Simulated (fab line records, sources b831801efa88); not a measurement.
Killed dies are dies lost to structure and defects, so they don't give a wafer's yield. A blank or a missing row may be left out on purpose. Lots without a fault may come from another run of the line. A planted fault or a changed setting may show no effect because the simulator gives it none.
Which tool did it? | flow gf180mcu | 24 lots, 72 wafers sampled, at 5 steps of a route of 602

WHAT THE GAUGES READ, wafer by wafer
GF_M3_RS_MEAS_05: measures by four-point-probe. Usual: M3_ALCU_RS 0.0695 ohm/sq, standard deviation 0.00068.
lot  | measured     | on            | M3_ALCU_RS (ohm/sq)  | flag
L074 | day 21 04:36 | film_metro-03 | 0.0689 0.0691 0.0691 |
L075 | day 21 12:06 | film_metro-03 | 0.0690 0.0695 0.0689 |
L076 | day 21 20:03 | film_metro-03 | 0.0695 0.0694 0.0690 |
L077 | day 22 03:45 | film_metro-02 | 0.0700 0.0702 0.0699 |
L078 | day 22 10:33 | film_metro-03 | 0.0684 0.0689 0.0690 |
L079 | day 22 19:40 | film_metro-03 | 0.0684 0.0695 0.0688 |
L080 | day 23 09:34 | film_metro-03 | 0.0693 0.0699 0.0698 |
L081 | day 23 17:22 | film_metro-03 | 0.0701 0.0702 0.0700 |
L082 | day 24 01:45 | film_metro-03 | 0.0675 0.0681 0.0689 |
L083 | day 24 09:32 | film_metro-02 | 0.0701 0.0701 0.0698 |
L084 | day 24 16:34 | film_metro-02 | 0.0693 0.0692 0.0692 |
L085 | day 24 19:46 | film_metro-02 | 0.0698 0.0705 0.0696 |
L086 | day 25 08:13 | film_metro-04 | 0.0694 0.0698 0.0688 |
L087 | day 25 15:28 | film_metro-04 | 0.0706 0.0705 0.0709 |
L088 | day 26 00:40 | film_metro-04 | 0.0689 0.0688 0.0682 |
L089 | day 26 06:26 | film_metro-04 | 0.0684 0.0683 0.0676 |
L090 | day 26 12:54 | film_metro-03 | 0.0697 0.0700 0.0696 |
L091 | day 26 20:20 | film_metro-02 | 0.0698 0.0696 0.0699 |
L092 | day 27 04:31 | film_metro-03 | 0.0703 0.0707 0.0693 |
L093 | day 27 09:29 | film_metro-02 | 0.0699 0.0694 0.0689 |
L094 | day 27 22:28 | film_metro-04 | 0.0705 0.0700 0.0713 |
L095 | day 28 02:22 | film_metro-03 | 0.0692 0.0693 0.0690 |
L096 | day 28 08:31 | film_metro-03 | 0.0699 0.0696 0.0693 |
L097 | day 28 12:18 | film_metro-03 | 0.0699 0.0700 0.0695 |

GF_M4_THK_MEAS_06: measures by xrf. Usual: M4_ALCU_THK 445 nm, standard deviation 4.4.
lot  | measured     | on            | M4_ALCU_THK (nm) | flag
L074 | day 23 06:49 | film_metro-02 | 445 445 446      |
L075 | day 23 14:47 | film_metro-02 | 450 443 445      |
L076 | day 23 21:14 | film_metro-02 | 444 446 444      |
L077 | day 24 06:03 | film_metro-02 | 440 442 444      |
L078 | day 24 12:00 | film_metro-01 | 444 444 445      |
L079 | day 24 21:06 | film_metro-03 | 452 455 455      |
L080 | day 25 10:52 | film_metro-03 | 446 444 447      |
L081 | day 25 16:46 | film_metro-02 | 441 447 444      |
L082 | day 26 01:06 | film_metro-03 | 446 447 450      |
L083 | day 26 07:50 | film_metro-03 | 448 442 447      |
L084 | day 26 15:57 | film_metro-02 | 450 449 450      |
L085 | day 26 18:02 | film_metro-03 | 433 440 433      |
L086 | day 27 06:28 | film_metro-03 | 451 445 448      |
L087 | day 27 13:35 | film_metro-02 | 445 444 444      |
L088 | day 27 20:47 | film_metro-03 | 445 443 443      |
L089 | day 28 02:35 | film_metro-02 | 448 451 446      |
L090 | day 28 09:14 | film_metro-02 | 444 442 443      |
L091 | day 28 15:34 | film_metro-03 | 436 438 435      |
L092 | day 29 00:52 | film_metro-03 | 448 445 441      |
L093 | day 29 04:40 | film_metro-03 | 449 449 451      |
L094 | day 29 16:44 | film_metro-03 | 445 447 442      |
L095 | day 29 20:41 | film_metro-03 | 447 447 448      |
L096 | day 30 02:41 | film_metro-02 | 447 445 445      |
L097 | day 30 06:50 | film_metro-03 | 443 437 440      |

WHICH TOOL RAN EACH LOT (tool, then ch and the chambers of the sampled wafers, then the start)
lot  | GF_V2_ETCH_16                      | GF_V2_CVD_23                  | GF_V3_SPUTTER_22
L074 | rie_diel-04 ch 0,2,3, day 21 03:01 | cvd_w-02 ch 0,1, day 21 03:47 | pvd_sputter-01, day 23 05:51
L075 | rie_diel-04 ch 1,2,3, day 21 10:31 | cvd_w-02 ch 0,1, day 21 11:17 | pvd_sputter-02, day 23 13:48
L076 | rie_diel-01 ch 0,2,3, day 21 18:28 | cvd_w-02 ch 0,1, day 21 19:14 | pvd_sputter-01, day 23 20:16
L077 | rie_diel-03 ch 1,2,3, day 22 02:07 | cvd_w-02 ch 0,1, day 22 02:56 | pvd_sputter-04, day 24 04:51
L078 | rie_diel-04 ch 1,2,3, day 22 08:56 | cvd_w-01 ch 0,1, day 22 09:44 | pvd_sputter-01, day 24 11:01
L079 | rie_diel-01 ch 2,3, day 22 18:04   | cvd_w-01 ch 0,1, day 22 18:50 | pvd_sputter-02, day 24 20:07
L080 | rie_diel-01 ch 1,2,3, day 23 07:58 | cvd_w-01 ch 0,1, day 23 08:44 | pvd_sputter-02, day 25 09:47
L081 | rie_diel-04 ch 1,2,3, day 23 15:47 | cvd_w-02 ch 0,1, day 23 16:33 | pvd_sputter-01, day 25 15:48
L082 | rie_diel-04 ch 0,2,3, day 24 00:07 | cvd_w-01 ch 0,1, day 24 00:56 | pvd_sputter-02, day 26 00:06
L083 | rie_diel-04 ch 0,1,3, day 24 07:55 | cvd_w-02 ch 0,1, day 24 08:41 | pvd_sputter-01, day 26 06:51
L084 | rie_diel-03 ch 0,2, day 24 14:58   | cvd_w-02 ch 0,1, day 24 15:44 | pvd_sputter-02, day 26 14:58
L085 | rie_diel-04 ch 0,1,3, day 24 18:10 | cvd_w-02 ch 0,1, day 24 18:56 | pvd_sputter-04, day 26 17:04
L086 | rie_diel-03 ch 0,3, day 25 06:28   | cvd_w-01 ch 1, day 25 07:19   | pvd_sputter-01, day 27 05:28
L087 | rie_diel-01 ch 0,1,3, day 25 13:47 | cvd_w-01 ch 1, day 25 14:33   | pvd_sputter-04, day 27 12:37
L088 | rie_diel-04 ch 2,3, day 25 23:04   | cvd_w-02 ch 0,1, day 25 23:50 | pvd_sputter-04, day 27 19:48
L089 | rie_diel-04 ch 0,3, day 26 04:50   | cvd_w-01 ch 0,1, day 26 05:36 | pvd_sputter-02, day 28 01:37
L090 | rie_diel-01 ch 0,1,3, day 26 11:19 | cvd_w-01 ch 0,1, day 26 12:05 | pvd_sputter-02, day 28 08:16
L091 | rie_diel-01 ch 0,1,3, day 26 18:44 | cvd_w-02 ch 0,1, day 26 19:31 | pvd_sputter-02, day 28 14:34
L092 | rie_diel-01 ch 0,1,2, day 27 02:55 | cvd_w-02 ch 0,1, day 27 03:42 | pvd_sputter-01, day 28 23:54
L093 | rie_diel-03 ch 0,1,2, day 27 07:53 | cvd_w-02 ch 0,1, day 27 08:40 | pvd_sputter-02, day 29 03:41
L094 | rie_diel-04 ch 0,1, day 27 20:53   | cvd_w-01 ch 0,1, day 27 21:39 | pvd_sputter-01, day 29 15:45
L095 | rie_diel-01 ch 1,2,3, day 28 00:25 | cvd_w-01 ch 0,1, day 28 01:32 | pvd_sputter-01, day 29 19:42
L096 | rie_diel-04 ch 0,1, day 28 06:35   | cvd_w-01 ch 0,1, day 28 07:41 | pvd_sputter-01, day 30 01:42
L097 | rie_diel-03 ch 0,1,3, day 28 10:41 | cvd_w-01 ch 0,1, day 28 11:28 | pvd_sputter-04, day 30 05:52
- GF_V2_ETCH_16: etches BARC in N2/H2.
- GF_V2_CVD_23: deposits W, target thk 350 nm, time 104.94 s.
- GF_V3_SPUTTER_22: material TiN, target thk 10 nm, time 40 s.

WHAT THE TOOLS THEMSELVES READ (means of the sampled wafers that have a number; where no wafer has one, the mark that the record gives instead)
GF_V2_ETCH_16. Usual: drypump_motor_current_A 5.8 A, standard deviation 0.44; oes_product_au 0.855 a.u., standard deviation 0.0045; rf_fwd_power_W 494.4 W, standard deviation 2.6; throttle_valve_pct 13.224 %, standard deviation 0.0094.
lot  | tool        | drypump_motor_current_A (A) | oes_product_au (a.u.) | rf_fwd_power_W (W) | throttle_valve_pct (%) | flag
L074 | rie_diel-04 | 5.8                         | 0.853                 | 494.5              | 13.224                 |
L075 | rie_diel-04 | 5.4                         | 0.854                 | 491.5              | 13.236                 |
L076 | rie_diel-01 | 6.2                         | 0.852                 | 494.5              | 13.228                 |
L077 | rie_diel-03 | 5.7                         | 0.854                 | 495.1              | 13.225                 |
L078 | rie_diel-04 | 5.4                         | 0.854                 | 492.2              | 13.218                 |
L079 | rie_diel-01 | 6.1                         | 0.856                 | 494.5              | 13.218                 |
L080 | rie_diel-01 | 6.2                         | 0.861                 | 496.5              | 13.226                 |
L081 | rie_diel-04 | 5.4                         | 0.852                 | 493.4              | 13.230                 |
L082 | rie_diel-04 | 5.8                         | 0.855                 | 494.2              | 13.226                 |
L083 | rie_diel-04 | 5.4                         | 0.854                 | 492.5              | 13.227                 |
L084 | rie_diel-03 | 6.0                         | 0.855                 | 495.9              | 13.224                 |
L085 | rie_diel-04 | 5.4                         | 0.855                 | 493.4              | 13.222                 |
L086 | rie_diel-03 | 5.8                         | 0.855                 | 495.2              | 13.215                 |
L087 | rie_diel-01 | 6.3                         | 0.858                 | 496.5              | 13.226                 |
L088 | rie_diel-04 | 5.9                         | 0.857                 | 494.0              | 13.217                 |
L089 | rie_diel-04 | 5.8                         | 0.858                 | 492.4              | 13.234                 |
L090 | rie_diel-01 | 6.2                         | 0.859                 | 497.6              | 13.225                 |
L091 | rie_diel-01 | 6.2                         | 0.857                 | 496.8              | 13.213                 |
L092 | rie_diel-01 | 6.3                         | 0.855                 | 496.1              | 13.218                 |
L093 | rie_diel-03 | 5.9                         | 0.851                 | 495.4              | 13.237                 |
L094 | rie_diel-04 | 5.0                         | 0.856                 | 489.0              | 13.216                 |
L095 | rie_diel-01 | 6.2                         | 0.852                 | 493.6              | 13.215                 |
L096 | rie_diel-04 | 5.3                         | 0.853                 | 493.2              | 13.223                 |
L097 | rie_diel-03 | 5.7                         | 0.854                 | 496.0              | 13.223                 |

GF_V2_CVD_23. Usual: chamber_pressure_Torr 39.98 Torr, standard deviation 0.09; heater_power_w 920 W, standard deviation 130.
lot  | tool     | chamber_pressure_Torr (Torr) | heater_power_w (W) | flag
L074 | cvd_w-02 | 39.91                        | 1019               |
L075 | cvd_w-02 | 39.97                        | 1031               |
L076 | cvd_w-02 | 39.93                        | 1033               |
L077 | cvd_w-02 | 39.94                        | 1054               |
L078 | cvd_w-01 | 40.01                        | 772                |
L079 | cvd_w-01 | 39.95                        | 789                |
L080 | cvd_w-01 | 40.03                        | 768                |
L081 | cvd_w-02 | 40.10                        | 1060               |
L082 | cvd_w-01 | 39.97                        | 780                |
L083 | cvd_w-02 | 39.97                        | 1037               |
L084 | cvd_w-02 | 39.95                        | 1062               |
L085 | cvd_w-02 | 39.95                        | 1028               |
L086 | cvd_w-01 | 40.00                        | 840                |
L087 | cvd_w-01 | 39.87                        | 823                |
L088 | cvd_w-02 | 39.99                        | 1069               |
L089 | cvd_w-01 | 39.95                        | 779                |
L090 | cvd_w-01 | 40.03                        | 785                |
L091 | cvd_w-02 | 39.96                        | 1047               |
L092 | cvd_w-02 | 39.92                        | 1058               |
L093 | cvd_w-02 | 39.96                        | 1063               |
L094 | cvd_w-01 | 39.99                        | 780                |
L095 | cvd_w-01 | 40.02                        | 813                |
L096 | cvd_w-01 | 40.00                        | 811                |
L097 | cvd_w-01 | 39.94                        | 776                |

GF_V3_SPUTTER_22. Usual: cathode_dc_power_W 3999.9 W, standard deviation 0.71; throttle_valve_pct 30.0 %, standard deviation 0.91.
lot  | tool           | cathode_dc_power_W (W) | throttle_valve_pct (%) | flag
L074 | pvd_sputter-01 | 3999.9                 | 29.9                   |
L075 | pvd_sputter-02 | 4000.3                 | 28.9                   |
L076 | pvd_sputter-01 | 4000.2                 | 29.8                   |
L077 | pvd_sputter-04 | 3999.4                 | 30.0                   |
L078 | pvd_sputter-01 | 3999.6                 | 30.1                   |
L079 | pvd_sputter-02 | 4000.0                 | 30.5                   |
L080 | pvd_sputter-02 | 3999.7                 | 29.9                   |
L081 | pvd_sputter-01 | 3999.4                 | 29.8                   |
L082 | pvd_sputter-02 | 3999.8                 | 29.4                   |
L083 | pvd_sputter-01 | 3999.3                 | 30.1                   |
L084 | pvd_sputter-02 | 3999.6                 | 30.1                   |
L085 | pvd_sputter-04 | 4000.1                 | 30.0                   |
L086 | pvd_sputter-01 | 3999.2                 | 29.8                   |
L087 | pvd_sputter-04 | 4000.3                 | 29.5                   |
L088 | pvd_sputter-04 | 3999.6                 | 29.9                   |
L089 | pvd_sputter-02 | 4000.1                 | 30.2                   |
L090 | pvd_sputter-02 | 4000.5                 | 29.9                   |
L091 | pvd_sputter-02 | 4000.1                 | 30.6                   |
L092 | pvd_sputter-01 | 4000.1                 | 30.0                   |
L093 | pvd_sputter-02 | 3999.7                 | 30.5                   |
L094 | pvd_sputter-01 | 4000.0                 | 29.8                   |
L095 | pvd_sputter-01 | 3999.6                 | 30.0                   |
L096 | pvd_sputter-01 | 3999.9                 | 30.0                   |
L097 | pvd_sputter-04 | 4000.1                 | 29.4                   |

THE ANSWER, worked out from the rows above alone
Rule: a lot is off if the mean of its wafers that have a number lies more than 3 standard deviations from the usual mean. A lot without any number at a reading at which 4 lots or more have one is off too. The other lots that the step has rows for count as sound. The gauges are gone through in route order, then the tools' own readings, and for those a lot's mean is taken as printed above. The first step at which some lot is off is used, and at that step the reading that is off furthest; a lot without a number counts as furthest.
No lot is off at any reading shown: from this, nothing can be told.

WHAT THE SIMULATOR HAD PUT IN
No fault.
